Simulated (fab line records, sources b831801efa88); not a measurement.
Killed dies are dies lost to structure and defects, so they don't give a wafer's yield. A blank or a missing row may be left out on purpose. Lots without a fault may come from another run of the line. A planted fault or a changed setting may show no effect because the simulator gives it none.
A struck lot beside a sound one | flow sfq_line | 42 steps out of a route of 325
Sound: wafers L889.1, L889.2, L889.4. Struck: wafers L908.1, L908.3, L908.5. The cause comes at the end.
At each step with rows: each side's tool, then ch and its chambers, then its first start. Under that, the readings that differ: sound wafers | struck wafers | difference of the means | sigmas: that difference in standard deviations of wafers without a fault.
alike: readings whose means differ by less than 2 such deviations, and words and numbers that are the same on both sides. not compared: withheld readings, readings that some wafer has no value for, bounds like >300 that may hide the same value, and numbers for which the record gives no deviation and whose values overlap.
The two part at a step that has a row with sigmas, a row that says differs or no value, or rows on one side only. Numbers that don't overlap but have no deviation are shown without sigmas and don't part them. A reading that every wafer of one side lacks parts them only if that side has two wafers or more.

first, 3 steps without rows for these wafers: SFQ_TRILAYER_I4_VIA_LITHO_EXPOSE_104 (exposes mask I4, target cd 700 nm); SFQ_TRILAYER_I4_VIA_LITHO_PEB_106 (peb time 60 s); SFQ_TRILAYER_I4_VIA_LITHO_DEVELOP_105 (time 60 s).
SFQ_I4_OVL_MEAS_928:
  sound on overlay-02, day 51 19:22; struck on overlay-02, day 57 15:43
  alike: I4_OVL
then, 5 steps without rows for these wafers: SFQ_TRILAYER_I4_VIA_BARC_OPEN_VIA_ETCH_146 (etches BARC in O2, target depth 125 nm, time 41.7 s); SFQ_TRILAYER_I4_VIA_ETCH_VIA_ETCH_106 (etches SiO2 in CHF3, stops on Nb, target depth 260 nm); SFQ_TRILAYER_I4_VIA_STRIP_STRIP_107 (strips in O2); SFQ_TRILAYER_I4_VIA_STRIP_SOLV_CLEAN_108 (cleans in NMP, time 600 s); SFQ_TRILAYER_JJ_TRILAYER_DEP_PRE_CLEAN_113 (time 22.5 s).
SFQ_TRILAYER_JJ_TRILAYER_DEP_SPUTTER_109: material Nb, target thk 150 nm, time 100 s.
  sound on pvd_sputter-04, day 51 20:32; struck on pvd_sputter-06, day 57 16:43
  alike: throttle_valve_pct
then, 2 steps without rows for these wafers: SFQ_TRILAYER_JJ_TRILAYER_DEP_SPUTTER_110 (material Al, target thk 8 nm, time 10 s); SFQ_TRILAYER_JJ_TRILAYER_DEP_AL_OXIDATION_111 (oxidation time 600 s).
SFQ_TRILAYER_JJ_TRILAYER_DEP_SPUTTER_112: material Nb, target thk 170 nm, time 113.3 s.
  sound on pvd_sputter-04, day 51 21:38; struck on pvd_sputter-06, day 57 17:49
  reading                                                      | sound             | struck        | difference | sigmas
  model.Nb_of_TRILAYER_JJ_TRILAYER_DEP_SPUTTER_112.thk_nm (nm) | 173.5 176.2 172.9 | 230.6 231 230 | +56.3      |
  alike: throttle_valve_pct
SFQ_JJ_RS_MEAS_929: measures by four-point-probe.
  sound on film_metro-03, day 51 21:43; struck on film_metro-03, day 57 17:53
  reading           | sound             | struck            | difference | sigmas
  JJ_NB_RS (ohm/sq) | 1.023 1.009 1.030 | 0.771 0.768 0.771 | -0.251     | -19
then, 6 steps without rows for these wafers: SFQ_TRILAYER_JJ_CE_LITHO_COAT_119 (resist thk 62 nm); SFQ_TRILAYER_JJ_CE_LITHO_COAT_114 (resist thk 600 nm); SFQ_TRILAYER_JJ_CE_LITHO_SOFTBAKE_118; SFQ_TRILAYER_JJ_CE_LITHO_EXPOSE_115 (exposes mask J5, target cd 700 nm); SFQ_TRILAYER_JJ_CE_LITHO_PEB_117 (peb time 60 s); SFQ_TRILAYER_JJ_CE_LITHO_DEVELOP_116 (time 60 s).
SFQ_JJ_OVL_MEAS_931:
  sound on overlay-01, day 52 00:08; struck on overlay-01, day 58 13:26
  reading     | sound | struck   | difference | sigmas
  J5_OVL (nm) | 1 7 8 | -2 -8 -4 | -10        | -2
then, 1 step without rows for these wafers: SFQ_TRILAYER_JJ_CE_METRO_MEASURE_117.
SFQ_TRILAYER_JJ_CE_BARC_OPEN_RIE_150: chemistry O2, target BARC, target depth 240 nm, time 80 s.
  sound on rie_metal-01 ch 0,1, day 52 01:22; struck on rie_metal-04 ch 0, day 58 14:40
  alike: drypump_motor_current_A, oes_product_au
  not compared: rf_hours_counter_h
then, 2 steps without rows for these wafers: SFQ_TRILAYER_JJ_CE_ETCH_RIE_118 (chemistry SF6, target Nb, stops on Al2O3, time 97.7 s, target depth 170 nm); SFQ_TRILAYER_JJ_ANODIZE_ANODIZE_119.
SFQ_TRILAYER_JJ_CE_STRIP_STRIP_120: strips in O2.
  sound on rie_metal-04 ch 0,1, day 52 02:04; struck on rie_metal-01 ch 0,1, day 58 16:04
  alike: drypump_motor_current_A, oes_product_au
  not compared: rf_hours_counter_h
then, 7 steps without rows for these wafers: SFQ_TRILAYER_JJ_CE_STRIP_SOLV_CLEAN_121 (cleans in NMP, time 600 s); SFQ_TRILAYER_M5_LITHO_COAT_128 (resist thk 62 nm); SFQ_TRILAYER_M5_LITHO_COAT_123 (resist thk 600 nm); SFQ_TRILAYER_M5_LITHO_SOFTBAKE_127; SFQ_TRILAYER_M5_LITHO_EXPOSE_124 (exposes mask M5, target cd 700 nm); SFQ_TRILAYER_M5_LITHO_PEB_126 (peb time 60 s); SFQ_TRILAYER_M5_LITHO_DEVELOP_125 (time 60 s).
-- the record jumps here: 5 days lie between the struck wafers' starts before and after --
SFQ_M5_OVL_MEAS_932:
  sound on overlay-02, day 57 19:19; struck on overlay-01, day 63 07:22
  alike: M5_OVL
then, 1 step without rows for these wafers: SFQ_TRILAYER_M5_BARC_OPEN_METAL_ETCH_161 (etches BARC in O2, target depth 125 nm, time 41.7 s).
SFQ_TRILAYER_M5_ETCH_METAL_ETCH_126: etches Nb in Cl2/BCl3, stops on SiO2, time 203.2 s, target depth 265 nm.
  sound on rie_metal-02 ch 0,1, day 57 19:25; struck on rie_metal-03 ch 0,1, day 63 07:28
  alike: drypump_motor_current_A, oes_product_au
  not compared: rf_hours_counter_h
then, 4 steps without rows for these wafers: SFQ_TRILAYER_M5_STRIP_STRIP_127 (strips in O2); SFQ_TRILAYER_M5_STRIP_SOLV_CLEAN_128 (cleans in NMP, time 600 s); SFQ_TRILAYER_A5B_DEP_PECVD_129 (deposits SiO2 from SiH4/N2O, time 133.33 s, target thk 600 nm); SFQ_TRILAYER_A5B_CMP_CMP_130 (polishes, stops on Nb, target thk 340.7 nm).
SFQ_TRILAYER_A5B_METRO_MEASURE_131:
  sound on film_metro-03, day 58 02:02; struck on film_metro-02, day 63 11:32
  alike: thk_nm
-- the record jumps here: 5 days lie between the struck wafers' starts before and after --
SFQ_TRILAYER_R5_ETCH_METAL_ETCH_139: etches the open film in Cl2, stops on SiO2, target depth 60 nm, time 40 s.
  sound on rie_metal-04 ch 0,1, day 62 09:37; struck on rie_metal-02 ch 0,1, day 68 12:01
  reading                                                      | sound           | struck          | difference | sigmas
  model.Nb_of_TRILAYER_JJ_TRILAYER_DEP_SPUTTER_112.thk_nm (nm) | 163.6 166.3 163 | 220.5 221 219.9 | +56.2      |
  alike: drypump_motor_current_A, oes_product_au
  not compared: rf_hours_counter_h

WHERE THEY PART
First at SFQ_JJ_RS_MEAS_929; last, within this record, at SFQ_JJ_OVL_MEAS_931. Later steps at which nothing parts them and some readings are alike: SFQ_TRILAYER_JJ_CE_BARC_OPEN_RIE_150, SFQ_TRILAYER_JJ_CE_STRIP_STRIP_120, SFQ_M5_OVL_MEAS_932, SFQ_TRILAYER_M5_ETCH_METAL_ETCH_126, SFQ_TRILAYER_A5B_METRO_MEASURE_131, SFQ_TRILAYER_R5_ETCH_METAL_ETCH_139.

WHY: what the simulator had put in
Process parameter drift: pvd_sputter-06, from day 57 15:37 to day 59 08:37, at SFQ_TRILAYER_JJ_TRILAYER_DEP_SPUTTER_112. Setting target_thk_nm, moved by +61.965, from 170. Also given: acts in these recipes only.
